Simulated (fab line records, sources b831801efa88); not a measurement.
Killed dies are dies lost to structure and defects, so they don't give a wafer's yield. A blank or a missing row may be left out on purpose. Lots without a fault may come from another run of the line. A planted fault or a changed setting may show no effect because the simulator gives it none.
fab line records | flow gf180mcu
record lots=5 wafers=15 last_day=33
route steps=602 shown V1@336 M2@362
lots that met no fault: from a run of the same line without faults
start_h: hours from the record's first day to the start of the lot's first wafer shown | wait_h: hours since the lot's step before | " the same as in the row above | L1.1+2: a row that stands for several wafers | - no value, or no start given | * or withheld: withheld | < > ~ a bound
route shown NAME@n: a module of which the file shows steps, and the number in the route of the first | usual: mean/standard deviation of fault-free wafers | same: alike in all rows | chamber/n: place in a boat | sites: the reading at each site | _std_site: their standard deviation | _edge_site: outer sites' mean less inner sites' | radius_mm: how far each site lies from the wafer's centre | mask NAME#n: copy n | behind: the tool/chamber that last shaped the wafer | hold: why the lot was held/for how many hours/how that ended | device: the transistor (n, p or np) that didn't switch | end of line: the same wafers' tests at the end of the route | a step without rows: its recipe alone | killed: dies lost to structure and defects at the first sort, not the wafer's yield | map: a wafer's dies, x killed, . not, _ none there
set.NAME: the setting as run; set.NAME@STEP: as run at that earlier step | model.NAME: the simulator's own value behind a step, which no gauge read
lots at some steps of the route; a table a step, a row a wafer
services: from which hour (start_h, from the record's first day; less than 0 if before it) a tool's chamber was out of use, for how many hours, and why
## steps
# step GF_V1_THK_MEAS_01
# recipe reads=SiO2_of_V1_CVD_00
# usual V1_CVD_00_THK=616/7.2
# columns lot.wafer tool chamber start_h wait_h V1_CVD_00_THK[nm]
L080.1 film_metro-01 - 445.27 0.0 603
L080.3 " - " " 614
L080.5 " - " " 611
L084.2 film_metro-01 - 478.32 0.0 622
L084.3 " - " " 622
L084.5 " - " " 612
L086.3 film_metro-02 - 499.19 0.1 626
L086.4 " - " " 605
L086.6 " - " " 616
L092.1 film_metro-01 - 548.17 0.0 621
L092.3 " - " " 627
L092.4 " - " " 616
L094.3 film_metro-01 - 556.99 0.1 606
L094.4 " - " " 615
L094.5 " - " " 620
# step GF_V1_CVD_02
# recipe material=SiO2 target_thk_nm=850 precursor=TEOS temp_c=400 time_s=94.851 rf_w=600
# usual heater_power_w=658/110
# columns lot.wafer tool chamber start_h wait_h heater_power_w
L080.1 pecvd-04 1 445.33 0.1 643
L080.3 " 0 " " 585
L080.5 " 1 " " 712
L084.2 pecvd-01 2 478.37 0.0 665
L084.3 " 0 " " 525
L084.5 " 0 " " 574
L086.3 pecvd-04 1 499.23 0.0 680
L086.4 " 0 " " 602
L086.6 " 2 " " 848
L092.1 pecvd-04 0 548.23 0.1 591
L092.3 " 1 " " 681
L092.4 " 1 " " 710
L094.3 pecvd-01 0 557.03 0.0 551
L094.4 " 1 " " 692
L094.5 " 2 " " 636
# step GF_V1_THK_MEAS_03
# recipe reads=SiO2_of_V1_CVD_02
# usual V1_CVD_02_THK=851/11
# columns lot.wafer tool chamber start_h wait_h V1_CVD_02_THK[nm]
L080.1 film_metro-02 - 445.40 0.0 853
L080.3 " - " " 853
L080.5 " - " " 857
L084.2 film_metro-01 - 478.44 0.0 854
L084.3 " - " " 839
L084.5 " - " " 853
L086.3 film_metro-04 - 499.32 0.1 854
L086.4 " - " " 861
L086.6 " - " " 857
L092.1 film_metro-01 - 548.30 0.0 844
L092.3 " - " " 850
L092.4 " - " " 862
L094.3 film_metro-02 - 557.12 0.1 835
L094.4 " - " " 854
L094.5 " - " " 869
# step GF_V1_CMP_04
# recipe material=SiO2 down_force_psi=4 platen_rpm=60 pad_velocity_m_s=0.94248
# usual motor_current_A=12.5/0.75 retaining_ring_pressure_frac=0.999/0.0053 time_to_endpoint_s=75/5.6
# columns lot.wafer tool chamber start_h wait_h motor_current_A retaining_ring_pressure_frac time_to_endpoint_s
L080.1 cmp-01 0 445.46 0.1 13.1 0.997 79
L080.3 " 2 " " 13.2 1.005 81
L080.5 " 1 " " 12.8 0.997 82
L084.3 cmp-02 1 478.59 0.1 12.7 1.005 63
L084.2 " 2 " " 12.4 1.002 76
L084.5 " 3 " " 13.3 1.004 69
L086.4 cmp-01 1 499.46 0.1 13.3 1.002 75
L086.3 " 2 " " 13.3 1.002 74
L086.6 " 0 " " 13.0 0.998 71
L092.1 cmp-02 3 548.41 0.1 12.1 0.999 69
L092.4 " 0 " " 11.3 0.993 82
L092.3 " 1 " " 12.5 0.995 72
L094.4 cmp-01 0 557.26 0.1 12.8 1.003 75
L094.3 " 1 " " 13.1 0.997 71
L094.5 " 3 " " 12.4 1.005 77
# step GF_V1_BOW_MEAS_05
# recipe mode=bow
# usual V1_BOW=82/8.1
# columns lot.wafer tool chamber start_h wait_h V1_BOW[um]
L080.1 film_metro-02 - 445.76 0.2 78
L080.3 " - " " 78
L080.5 " - " " 92
L084.2 film_metro-02 - 478.81 0.1 65
L084.3 " - " " 73
L084.5 " - " " 69
L086.3 film_metro-02 - 499.70 0.1 75
L086.4 " - " " 65
L086.6 " - " " 68
L092.1 film_metro-01 - 548.66 0.2 88
L092.3 " - " " 92
L092.4 " - " " 84
L094.3 film_metro-01 - 557.50 0.1 85
L094.4 " - " " 84
L094.5 " - " " 81
# step GF_V1_DEHYDRATE_06
# recipe temp_c=200 time_s=60
# columns lot.wafer tool chamber start_h wait_h
L080.1+3+5 litho_track-04 0 456.70 10.9
L084.2+3+5 litho_track-01 0 490.53 11.7
L086.3+4+6 litho_track-04 0 511.05 11.3
L092.1+3+4 litho_track-01 0 558.55 9.9
L094.3+4+5 litho_track-01 0 567.80 10.3
# step GF_V1_HMDS_07
# recipe prime_time_s=60 prime_temp_c=120
# columns lot.wafer tool chamber start_h wait_h
L080.1+3+5 litho_track-04 0 456.85 0.1
L084.2+3+5 litho_track-01 0 490.68 0.1
L086.3+4+6 litho_track-04 0 511.20 0.1
L092.1+3+4 litho_track-01 0 558.70 0.1
L094.3+4+5 litho_track-01 0 567.95 0.1
# step GF_V1_COAT_08
# recipe resist=BARC temp_c=withheld time_s=withheld spin_rpm=withheld resist_thk_nm=withheld
# columns lot.wafer tool chamber start_h wait_h
L080.1+3+5 litho_track-04 0 457.00 0.1
L084.2+3+5 litho_track-01 0 490.83 0.1
L086.3+4+6 litho_track-04 0 511.35 0.1
L092.1+3+4 litho_track-01 0 558.85 0.1
L094.3+4+5 litho_track-01 0 568.10 0.1
# step GF_V1_COAT_09
# recipe resist=KrF spin_rpm=withheld resist_thk_nm=1000
# columns lot.wafer tool chamber start_h wait_h
L080.1+3+5 litho_track-04 0 - -
L084.2+3+5 litho_track-01 0 - -
L086.3+4+6 litho_track-04 0 - -
L092.1+3+4 litho_track-01 0 - -
L094.3+4+5 litho_track-01 0 - -
# step GF_V1_SOFTBAKE_10
# recipe temp_c=130 time_s=60 resist=KrF
# columns lot.wafer tool chamber start_h wait_h
L080.1+3+5 litho_track-04 0 - -
L084.2+3+5 litho_track-01 0 - -
L086.3+4+6 litho_track-04 0 - -
L092.1+3+4 litho_track-01 0 - -
L094.3+4+5 litho_track-01 0 - -
# step GF_V1_EXPOSE_11
# recipe mask_id=Via1 target_cd_nm=260 na=0.68 source_shape=conventional sigma_outer=0.6 dose_mj=38
# same na=0.68
# columns lot.wafer tool chamber start_h wait_h mask
L080.1+3+5 krf_scanner-02 0 - - Via1#0
L084.2+3+5 krf_scanner-01 0 - - Via1#0
L086.3+4+6 krf_scanner-01 0 - - Via1#0
L092.1+3+4 krf_scanner-02 0 - - Via1#0
L094.3+4+5 krf_scanner-01 0 - - Via1#0
# step GF_V1_PEB_12
# recipe peb_temp_c=135 peb_time_s=90 resist=KrF
# columns lot.wafer tool chamber start_h wait_h
L080.1+3+5 litho_track-04 0 - -
L084.2+3+5 litho_track-01 0 - -
L086.3+4+6 litho_track-01 0 - -
L092.1+3+4 litho_track-03 0 - -
L094.3+4+5 litho_track-01 0 - -
# step GF_V1_DEVELOP_13
# recipe develop_time_s=60 resist=KrF dev_temp_c=21
# columns lot.wafer tool chamber start_h wait_h
L080.1+3+5 litho_track-04 0 469.80 0.2
L084.2+3+5 litho_track-01 0 502.68 0.2
L086.3+4+6 litho_track-01 0 523.00 0.1
L092.1+3+4 litho_track-03 0 570.70 0.2
L094.3+4+5 litho_track-01 0 578.60 0.1
# step GF_V1_CD_MEAS_14
# recipe target_cd_nm=260
# usual cd_nm=260.0/1.2
# columns lot.wafer tool chamber start_h wait_h cd_nm
L080.1 cd_sem-01 - 469.95 0.1 259.4
L080.3 " - " " 258.1
L080.5 " - " " 258.5
L084.2 cd_sem-02 - 502.82 0.1 258.2
L084.3 " - " " 258.3
L084.5 " - " " 258.7
L086.3 cd_sem-01 - 523.14 0.1 258.8
L086.4 " - " " 258.7
L086.6 " - " " 258.4
L092.1 cd_sem-01 - 570.85 0.1 258.7
L092.3 " - " " 259.5
L092.4 " - " " 259.9
L094.3 cd_sem-02 - 578.74 0.1 259.9
L094.4 " - " " 261.9
L094.5 " - " " 261.8
# step GF_V1_OVL_MEAS_15
# usual V1_OVL=-2/5.1
# columns lot.wafer tool chamber start_h wait_h V1_OVL[nm]
L080.1 overlay-02 - 470.07 0.1 -1
L080.3 " - " " -2
L080.5 " - " " 8
L084.2 overlay-02 - 502.93 0.1 -4
L084.3 " - " " -1
L084.5 " - " " 2
L086.3 overlay-02 - 523.23 0.1 -2
L086.4 " - " " 0
L086.6 " - " " 6
L092.1 overlay-02 - 570.97 0.1 1
L092.3 " - " " -7
L092.4 " - " " 0
L094.3 overlay-01 - 578.83 0.1 8
L094.4 " - " " 4
L094.5 " - " " 3
# step GF_V1_ETCH_16
# recipe chemistry=N2/H2 target_depth_a=withheld overetch_a=withheld time_s=withheld target=BARC ion_energy_ev=200 source_w=500 bias_w=96.58 pressure_mtorr=30 n2_flow_sccm=100 h2_flow_sccm=200
# usual drypump_motor_current_A=5.5/0.47 oes_product_au=0.854/0.0049 throttle_valve_pct=13.224/0.0091
# columns lot.wafer tool chamber start_h wait_h drypump_motor_current_A oes_product_au throttle_valve_pct
L080.1 rie_diel-03 3 470.11 0.0 5.5 0.853 13.236
L080.3 " 0 " " 5.6 0.853 13.229
L080.5 " 1 " " 5.4 0.853 13.227
L084.2 rie_diel-03 1 502.96 0.0 5.3 0.855 13.217
L084.3 " 0 " " 5.6 0.857 13.237
L084.5 " 0 " " 5.6 0.856 13.214
L086.3 rie_diel-04 2 523.26 0.0 5.5 0.854 13.227
L086.4 " 0 " " 6.1 0.853 13.214
L086.6 " 2 " " 5.5 0.856 13.230
L092.1 rie_diel-01 1 571.01 0.0 5.4 0.856 13.213
L092.3 " 3 " " 4.9 0.850 13.229
L092.4 " 2 " " 5.3 0.861 13.211
L094.3 rie_diel-01 0 578.86 0.0 5.1 0.855 13.209
L094.4 " 1 " " 5.4 0.851 13.216
L094.5 " 2 " " 5.3 0.860 13.223
# step GF_V1_ETCH_17
# recipe chemistry=C4F8/O2/Ar mask_material=KrF target=SiO2 stop_on=TiN source_w=1500 bias_w=1200 pressure_mtorr=40 c4f8_flow_sccm=withheld O2_flow_sccm=6 Ar_flow_sccm=300 time_s=withheld target_depth_a=6300
# usual oes_product_au=0.856/0.0042
# columns lot.wafer tool chamber start_h wait_h oes_product_au
L080.1 rie_diel-03 3 - - 0.861
L080.3 " 0 " " 0.849
L080.5 " 1 " " 0.855
L084.2 rie_diel-03 1 - - 0.855
L084.3 " 0 " " 0.851
L084.5 " 0 " " 0.853
L086.3 rie_diel-04 2 - - 0.856
L086.4 " 0 " " 0.850
L086.6 " 2 " " 0.850
L092.1 rie_diel-01 1 - - 0.853
L092.3 " 3 " " 0.859
L092.4 " 2 " " 0.852
L094.3 rie_diel-01 0 - - 0.861
L094.4 " 1 " " 0.855
L094.5 " 2 " " 0.860
# step GF_V1_STRIP_18
# recipe chemistry=O2/N2 power_w=1400 pressure_mtorr=1500 platen_temp_c=250 o2_flow_sccm=3000 n2_flow_sccm=300 overash_fraction=0.5
# usual drypump_motor_current_A=5.7/0.52 heater_power_w=334/48 oes_product_au=0.593/0.0052
# columns lot.wafer tool chamber start_h wait_h drypump_motor_current_A heater_power_w oes_product_au rf_hours_counter_h
L080.1 plasma_asher-01 1 470.24 - 4.7 275 0.593 87
L080.3 " 0 " " 5.7 413 0.589 -
L080.5 " 1 " " 4.7 276 0.594 -
L084.2 plasma_asher-01 0 503.09 - 5.7 425 0.599 91
L084.3 " 0 " " 5.7 416 0.594 -
L084.5 " 1 " " 4.8 276 0.596 -
L086.3 plasma_asher-04 1 523.42 - 6.4 327 0.593 -
L086.4 " 0 " " 5.9 274 0.587 -
L086.6 " 1 " " 6.4 331 0.588 -
L092.1 plasma_asher-01 1 571.13 - 4.7 277 0.589 98
L092.3 " 0 " " 5.7 411 0.588 -
L092.4 " 1 " " 4.7 275 0.583 -
L094.3 plasma_asher-03 1 579.02 - 5.6 344 0.595 -
L094.4 " 0 " " 6.1 328 0.587 -
L094.5 " 0 " " 6.1 335 0.601 -
# step GF_V1_STRIP_19
# recipe chemistry=post_etch_residue_remover time_s=1200 temp_c=72.5
# columns lot.wafer tool chamber start_h wait_h
L080.1+3+5 wet_bench-04 2 470.34 0.1
L084.2+3+5 wet_bench-02 0 503.19 0.1
L086.3+4+6 wet_bench-02 1 523.49 0.0
L092.1+3+4 wet_bench-04 0 571.23 0.1
L094.3+4+5 wet_bench-02 0 579.08 0.0
# step GF_V1_CLEAN_20
# recipe chemistry=DIW dry=n2_spin
# columns lot.wafer tool chamber start_h wait_h
L080.1+3+5 wet_bench-02 0 470.68 0.0
L084.2+3+5 wet_bench-01 1 503.56 0.0
L086.3+4+6 wet_bench-01 1 523.86 0.0
L092.1+3+4 wet_bench-02 1 571.61 0.0
L094.3+4+5 wet_bench-01 3 579.43 0.0
# step GF_V1_SPUTTER_21
# recipe material=Ti target_thk_nm=15 chamber_pressure_pa=5 power_w=2500 substrate_temp_c=200 time_s=80.02
# usual throttle_valve_pct=30.0/1.3
# columns lot.wafer tool chamber start_h wait_h throttle_valve_pct
L080.1 pvd_sputter-03 - 470.77 0.0 29.1
L080.3 " - " " 29.6
L080.5 " - " " 29.4
L084.2 pvd_sputter-04 - 503.67 0.0 30.0
L084.3 " - " " 29.6
L084.5 " - " " 29.1
L086.3 pvd_sputter-03 - 524.06 0.0 29.2
L086.4 " - " " 29.2
L086.6 " - " " 28.8
L092.1 pvd_sputter-03 - 571.70 0.0 29.4
L092.3 " - " " 29.4
L092.4 " - " " 28.3
L094.3 pvd_sputter-01 - 579.53 0.0 29.3
L094.4 " - " " 33.0
L094.5 " - " " 31.3
# step GF_V1_SPUTTER_22
# recipe material=TiN target_thk_nm=10 chamber_pressure_pa=5 power_w=4000 time_s=40
# usual throttle_valve_pct=30.1/1.2
# columns lot.wafer tool chamber start_h wait_h throttle_valve_pct
L080.1 pvd_sputter-03 - 470.83 0.0 29.4
L080.3 " - " " 29.4
L080.5 " - " " 29.3
L084.2 pvd_sputter-04 - 503.73 0.0 30.4
L084.3 " - " " 29.3
L084.5 " - " " 29.7
L086.3 pvd_sputter-03 - 524.13 0.0 29.4
L086.4 " - " " 29.1
L086.6 " - " " 29.2
L092.1 pvd_sputter-03 - 571.76 0.0 29.7
L092.3 " - " " 29.0
L092.4 " - " " 28.4
L094.3 pvd_sputter-01 - 579.59 0.0 29.5
L094.4 " - " " 33.0
L094.5 " - " " 31.2
# step GF_V1_CVD_23
# recipe material=W target_thk_nm=350 time_s=105.05 temp_c=400 pressure_torr=40
# usual heater_power_w=808/20
# columns lot.wafer tool chamber start_h wait_h heater_power_w
L080.1 cvd_w-01 1 470.87 0.0 795
L080.3 " 0 " " 785
L080.5 " 0 " " 800
L084.2 cvd_w-02 1 503.77 0.0 797
L084.3 " 0 " " 818
L084.5 " 0 " " 831
L086.3 cvd_w-01 0 524.20 0.1 816
L086.4 " 1 " " 786
L086.6 " 0 " " 797
L092.1 cvd_w-02 0 571.80 0.0 813
L092.3 " 0 " " 847
L092.4 " 1 " " 820
L094.3 cvd_w-02 0 579.66 0.1 821
L094.4 " 1 " " 795
L094.5 " 1 " " 802
# step GF_V1_RS_MEAS_24
# recipe thk_meas_gauge=four-point-probe reads=W_of_V1_CVD_23+TiN_of_V1_SPUTTER_22+Ti_of_V1_SPUTTER_21
# usual V1_W_RS=0.325/0.0047
# columns lot.wafer tool chamber start_h wait_h V1_W_RS[ohm/sq]
L080.1 film_metro-02 - 470.98 0.1 0.327
L080.3 " - " " 0.329
L080.5 " - " " 0.327
L084.2 film_metro-01 - 503.90 0.1 0.317
L084.3 " - " " 0.316
L084.5 " - " " 0.323
L086.3 film_metro-02 - 524.32 0.1 0.326
L086.4 " - " " 0.337
L086.6 " - " " 0.328
L092.1 film_metro-04 - 571.91 0.1 0.324
L092.3 " - " " 0.330
L092.4 " - " " 0.320
L094.3 film_metro-04 - 579.78 0.1 0.328
L094.4 " - " " 0.324
L094.5 " - " " 0.320
# step GF_V1_THK_MEAS_25
# recipe thk_meas_gauge=xrf reads=W_of_V1_CVD_23
# usual V1_W_THK=348/5.4
# columns lot.wafer tool chamber start_h wait_h V1_W_THK[nm]
L080.1 film_metro-02 - 471.10 0.1 343
L080.3 " - " " 342
L080.5 " - " " 343
L084.2 film_metro-01 - 504.01 0.1 356
L084.3 " - " " 357
L084.5 " - " " 351
L086.3 film_metro-02 - 524.42 0.1 342
L086.4 " - " " 331
L086.6 " - " " 341
L092.1 film_metro-04 - 572.03 0.1 352
L092.3 " - " " 346
L092.4 " - " " 356
L094.3 film_metro-04 - 579.88 0.1 345
L094.4 " - " " 350
L094.5 " - " " 354
# step GF_V1_CMP_26
# recipe stop_on=SiO2 down_force_psi=3.5 platen_rpm=60 t_overpolish_s=15 target_thk_nm=0 pad_velocity_m_s=0.94248
# usual motor_current_A=11.5/0.73 overpolish_run_s=15.001/0.0086 retaining_ring_pressure_frac=0.999/0.0051 time_to_endpoint_s=82/3.8
# columns lot.wafer tool chamber start_h wait_h motor_current_A overpolish_run_s retaining_ring_pressure_frac time_to_endpoint_s
L080.1 cmp-02 3 471.16 0.1 11.3 15.004 0.992 76
L080.3 " 0 " " 10.0 15.000 1.003 78
L080.5 " 3 " " 11.7 14.992 1.000 76
L084.2 cmp-01 0 504.06 0.0 12.2 14.998 1.005 84
L084.3 " 3 " " 11.0 14.982 1.006 82
L084.5 " 1 " " 13.2 14.999 0.998 83
L086.4 cmp-02 2 524.82 0.4 11.9 14.996 1.010 83
L086.3 " 1 " " 12.0 14.997 1.002 76
L086.6 " 2 " " 11.2 15.002 0.998 87
L092.4 cmp-02 2 572.14 0.1 11.1 15.010 1.001 88
L092.1 " 3 " " 11.0 15.002 0.989 82
L092.3 " 0 " " 9.6 15.008 0.993 84
L094.4 cmp-01 0 579.92 0.0 11.6 15.017 0.999 87
L094.3 " 1 " " 11.8 15.004 1.001 85
L094.5 " 1 " " 12.0 14.983 1.000 85
# step GF_M2_SPUTTER_00
# recipe material=Ti target_thk_nm=37.5 arriving_ion_energy_ev=80 substrate_temp_c=200 chamber_pressure_pa=2 power_w=4000 time_s=150
# usual throttle_valve_pct=30.3/1.2
# columns lot.wafer tool chamber start_h wait_h throttle_valve_pct
L080.1 pvd_sputter-02 - 471.46 0.2 31.5
L080.3 " - " " 31.2
L080.5 " - " " 31.4
L084.2 pvd_sputter-02 - 504.36 0.2 31.6
L084.3 " - " " 31.1
L084.5 " - " " 29.6
L086.3 pvd_sputter-01 - 525.12 0.1 30.9
L086.4 " - " " 30.0
L086.6 " - " " 30.0
L092.1 pvd_sputter-01 - 572.39 0.1 29.9
L092.3 " - " " 31.2
L092.4 " - " " 32.8
L094.3 pvd_sputter-02 - 580.22 0.2 30.1
L094.4 " - " " 29.3
L094.5 " - " " 29.6
# step GF_M2_SPUTTER_01
# recipe material=TiN target_thk_nm=30 power_w=6500 time_s=25 chamber_pressure_pa=0.4
# usual throttle_valve_pct=30.4/1.2
# columns lot.wafer tool chamber start_h wait_h throttle_valve_pct
L080.1 pvd_sputter-02 - 471.56 0.1 31.1
L080.3 " - " " 31.3
L080.5 " - " " 31.5
L084.2 pvd_sputter-02 - 504.46 0.1 31.2
L084.3 " - " " 31.4
L084.5 " - " " 29.5
L086.3 pvd_sputter-01 - 525.22 0.1 31.2
L086.4 " - " " 30.2
L086.6 " - " " 30.0
L092.1 pvd_sputter-01 - 572.49 0.1 29.9
L092.3 " - " " 31.4
L092.4 " - " " 32.8
L094.3 pvd_sputter-02 - 580.32 0.1 30.1
L094.4 " - " " 29.1
L094.5 " - " " 29.2
# step GF_M2_SPUTTER_02
# recipe material=AlCu target_thk_nm=450 power_w=10600 time_s=23.9 chamber_pressure_pa=0.4
# usual throttle_valve_pct=30.4/1.2
# columns lot.wafer tool chamber start_h wait_h throttle_valve_pct
L080.1 pvd_sputter-02 - 471.60 0.0 31.3
L080.3 " - " " 31.2
L080.5 " - " " 31.4
L084.2 pvd_sputter-02 - 504.49 0.0 31.4
L084.3 " - " " 31.3
L084.5 " - " " 29.7
L086.3 pvd_sputter-01 - 525.25 0.0 31.4
L086.4 " - " " 30.1
L086.6 " - " " 29.9
L092.1 pvd_sputter-01 - 572.52 0.0 30.1
L092.3 " - " " 31.1
L092.4 " - " " 33.0
L094.3 pvd_sputter-02 - 580.35 0.0 29.8
L094.4 " - " " 29.4
L094.5 " - " " 29.4
# step GF_M2_SPUTTER_03
# recipe material=Ti target_thk_nm=10 substrate_temp_c=300 chamber_pressure_pa=0.3 power_w=3000 time_s=6.7
# usual throttle_valve_pct=30.3/1.2
# columns lot.wafer tool chamber start_h wait_h throttle_valve_pct
L080.1 pvd_sputter-02 - 471.63 0.0 31.3
L080.3 " - " " 31.3
L080.5 " - " " 31.2
L084.2 pvd_sputter-02 - 504.52 0.0 31.3
L084.3 " - " " 31.4
L084.5 " - " " 29.4
L086.3 pvd_sputter-01 - 525.28 0.0 31.1
L086.4 " - " " 29.8
L086.6 " - " " 30.1
L092.1 pvd_sputter-01 - 572.55 0.0 30.0
L092.3 " - " " 31.4
L092.4 " - " " 32.9
L094.3 pvd_sputter-02 - 580.38 0.0 29.9
L094.4 " - " " 29.2
L094.5 " - " " 29.4
# step GF_M2_SPUTTER_04
# recipe material=TiN target_thk_nm=50 power_w=6500 time_s=41.7 chamber_pressure_pa=0.4
# usual throttle_valve_pct=30.3/1.2
# columns lot.wafer tool chamber start_h wait_h throttle_valve_pct
L080.1 pvd_sputter-02 - 471.65 0.0 31.2
L080.3 " - " " 31.2
L080.5 " - " " 31.6
L084.2 pvd_sputter-02 - 504.54 0.0 31.2
L084.3 " - " " 31.2
L084.5 " - " " 29.3
L086.3 pvd_sputter-01 - 525.30 0.0 31.2
L086.4 " - " " 30.0
L086.6 " - " " 30.1
L092.1 pvd_sputter-01 - 572.57 0.0 30.0
L092.3 " - " " 31.1
L092.4 " - " " 32.8
L094.3 pvd_sputter-02 - 580.40 0.0 29.8
L094.4 " - " " 29.1
L094.5 " - " " 29.2
# step GF_M2_RS_MEAS_05
# recipe thk_meas_gauge=four-point-probe reads=TiN_of_M2_SPUTTER_04+Ti_of_M2_SPUTTER_03+AlCu_of_M2_SPUTTER_02+TiN_of_M2_SPUTTER_01+Ti_of_M2_SPUTTER_00
# usual M2_ALCU_RS=0.0695/0.00084
# columns lot.wafer tool chamber start_h wait_h M2_ALCU_RS[ohm/sq]
L080.1 film_metro-02 - 471.69 0.0 0.0697
L080.3 " - " " 0.0688
L080.5 " - " " 0.0699
L084.2 film_metro-02 - 504.60 0.0 0.0691
L084.3 " - " " 0.0706
L084.5 " - " " 0.0697
L086.3 film_metro-03 - 525.38 0.1 0.0701
L086.4 " - " " 0.0682
L086.6 " - " " 0.0689
L092.1 film_metro-02 - 572.61 0.0 0.0684
L092.3 " - " " 0.0706
L092.4 " - " " 0.0694
L094.3 film_metro-03 - 580.48 0.1 0.0705
L094.4 " - " " 0.0704
L094.5 " - " " 0.0704
# step GF_M2_THK_MEAS_06
# recipe thk_meas_gauge=xrf reads=AlCu_of_M2_SPUTTER_02
# usual M2_ALCU_THK=445/5.4
# columns lot.wafer tool chamber start_h wait_h M2_ALCU_THK[nm]
L080.1 film_metro-02 - 471.81 0.1 443
L080.3 " - " " 447
L080.5 " - " " 442
L084.2 film_metro-02 - 504.71 0.1 449
L084.3 " - " " 437
L084.5 " - " " 443
L086.3 film_metro-03 - 525.48 0.1 440
L086.4 " - " " 453
L086.6 " - " " 450
L092.1 film_metro-02 - 572.73 0.1 449
L092.3 " - " " 438
L092.4 " - " " 445
L094.3 film_metro-03 - 580.58 0.1 438
L094.4 " - " " 440
L094.5 " - " " 440
# step GF_M2_DEHYDRATE_07
# recipe temp_c=200 time_s=60
# columns lot.wafer tool chamber start_h wait_h
L080.1+3+5 litho_track-04 0 482.25 10.4
L084.2+3+5 litho_track-04 0 516.23 11.5
L086.3+4+6 litho_track-02 0 536.24 10.8
L092.1+3+4 litho_track-02 0 582.29 9.6
L094.3+4+5 litho_track-02 0 590.64 10.1
# step GF_M2_HMDS_08
# recipe prime_time_s=60 prime_temp_c=120
# columns lot.wafer tool chamber start_h wait_h
L080.1+3+5 litho_track-04 0 482.40 0.1
L084.2+3+5 litho_track-04 0 516.38 0.1
L086.3+4+6 litho_track-02 0 536.39 0.1
L092.1+3+4 litho_track-02 0 582.44 0.1
L094.3+4+5 litho_track-02 0 590.79 0.1
# step GF_M2_COAT_09
# recipe resist=KrF spin_rpm=withheld resist_thk_nm=1000
# columns lot.wafer tool chamber start_h wait_h
L080.1+3+5 litho_track-04 0 482.55 0.1
L084.2+3+5 litho_track-04 0 516.53 0.1
L086.3+4+6 litho_track-02 0 536.54 0.1
L092.1+3+4 litho_track-02 0 582.59 0.1
L094.3+4+5 litho_track-02 0 590.94 0.1
# step GF_M2_SOFTBAKE_10
# recipe temp_c=130.7 time_s=60 resist=KrF
# columns lot.wafer tool chamber start_h wait_h
L080.1+3+5 litho_track-04 0 482.70 0.1
L084.2+3+5 litho_track-04 0 516.68 0.1
L086.3+4+6 litho_track-02 0 536.69 0.1
L092.1+3+4 litho_track-02 0 582.74 0.1
L094.3+4+5 litho_track-02 0 591.09 0.1
# step GF_M2_EXPOSE_11
# recipe mask_id=Metal2 target_cd_nm=280 na=0.68 source_shape=conventional sigma_outer=0.6 dose_mj=28
# same na=0.68
# columns lot.wafer tool chamber start_h wait_h mask
L080.1+3+5 krf_scanner-02 0 - - Metal2#0
L084.2+3+5 krf_scanner-02 0 - - Metal2#0
L086.3+4+6 krf_scanner-01 0 - - Metal2#0
L092.1+3+4 krf_scanner-02 0 - - Metal2#0
L094.3+4+5 krf_scanner-01 0 - - Metal2#0
# step GF_M2_PEB_12
# recipe peb_temp_c=135 peb_time_s=90 resist=KrF
# columns lot.wafer tool chamber start_h wait_h
L080.1+3+5 litho_track-04 0 - -
L084.2+3+5 litho_track-02 0 - -
L086.3+4+6 litho_track-04 0 - -
L092.1+3+4 litho_track-01 0 - -
L094.3+4+5 litho_track-04 0 - -
# step GF_M2_DEVELOP_13
# recipe develop_time_s=60 dev_temp_c=21
# columns lot.wafer tool chamber start_h wait_h
L080.1+3+5 litho_track-04 0 494.90 0.2
L084.2+3+5 litho_track-02 0 527.82 0.2
L086.3+4+6 litho_track-04 0 547.85 0.1
L092.1+3+4 litho_track-01 0 593.20 0.2
L094.3+4+5 litho_track-04 0 600.85 0.1
# step GF_M2_CD_MEAS_14
# recipe target_cd_nm=280
# usual cd_nm=280.0/1.1
# columns lot.wafer tool chamber start_h wait_h cd_nm
L080.1 cd_sem-02 - 495.05 0.1 279.5
L080.3 " - " " 278.8
L080.5 " - " " 280.0
L084.2 cd_sem-02 - 527.96 0.1 278.4
L084.3 " - " " 277.6
L084.5 " - " " 278.5
L086.3 cd_sem-02 - 547.99 0.1 280.8
L086.4 " - " " 280.3
L086.6 " - " " 280.3
L092.1 cd_sem-01 - 593.35 0.1 280.3
L092.3 " - " " 280.0
L092.4 " - " " 279.3
L094.3 cd_sem-02 - 600.99 0.1 277.8
L094.4 " - " " 278.0
L094.5 " - " " 279.3
# step GF_M2_OVL_MEAS_15
# usual M2_OVL=1/6.7
# columns lot.wafer tool chamber start_h wait_h M2_OVL[nm]
L080.1 overlay-01 - 495.17 0.1 2
L080.3 " - " " -4
L080.5 " - " " -4
L084.2 overlay-01 - 528.07 0.1 1
L084.3 " - " " -1
L084.5 " - " " -1
L086.3 overlay-01 - 548.08 0.1 7
L086.4 " - " " 14
L086.6 " - " " 11
L092.1 overlay-01 - 593.47 0.1 -11
L092.3 " - " " -5
L092.4 " - " " 2
L094.3 overlay-01 - 601.08 0.1 9
L094.4 " - " " 5
L094.5 " - " " 12
## services
# columns tool chamber start_h hours kind
cmp-02 - 437.40 2.0 repair
cmp-02 - 439.70 11.9 pm
krf_scanner-01 - 448.85 4.4 pm
cmp-01 - 467.82 6.8 pm
pvd_sputter-02 - 478.40 4.0 repair
cmp-01 - 480.78 13.8 pm
krf_scanner-02 - 481.46 1.0 pm
pvd_sputter-02 - 482.60 2.0 repair
krf_scanner-01 - 488.24 0.8 pm
krf_scanner-02 - 495.72 1.3 pm
krf_scanner-01 - 498.53 0.8 pm
cmp-02 - 500.30 4.7 repair
cmp-02 - 512.61 2.0 repair
cmp-01 - 521.30 5.9 repair
krf_scanner-02 - 534.83 6.0 pm
cmp-02 - 535.28 6.3 pm
krf_scanner-01 - 540.94 6.3 repair
krf_scanner-01 - 548.39 1.3 pm
cmp-01 - 558.50 0.6 repair
krf_scanner-01 - 558.61 1.0 pm
cmp-01 - 559.62 1.8 repair
cmp-01 - 572.00 4.0 pm
pvd_sputter-02 - 574.78 0.8 repair
pvd_sputter-02 - 598.67 3.8 repair
## key
fault none
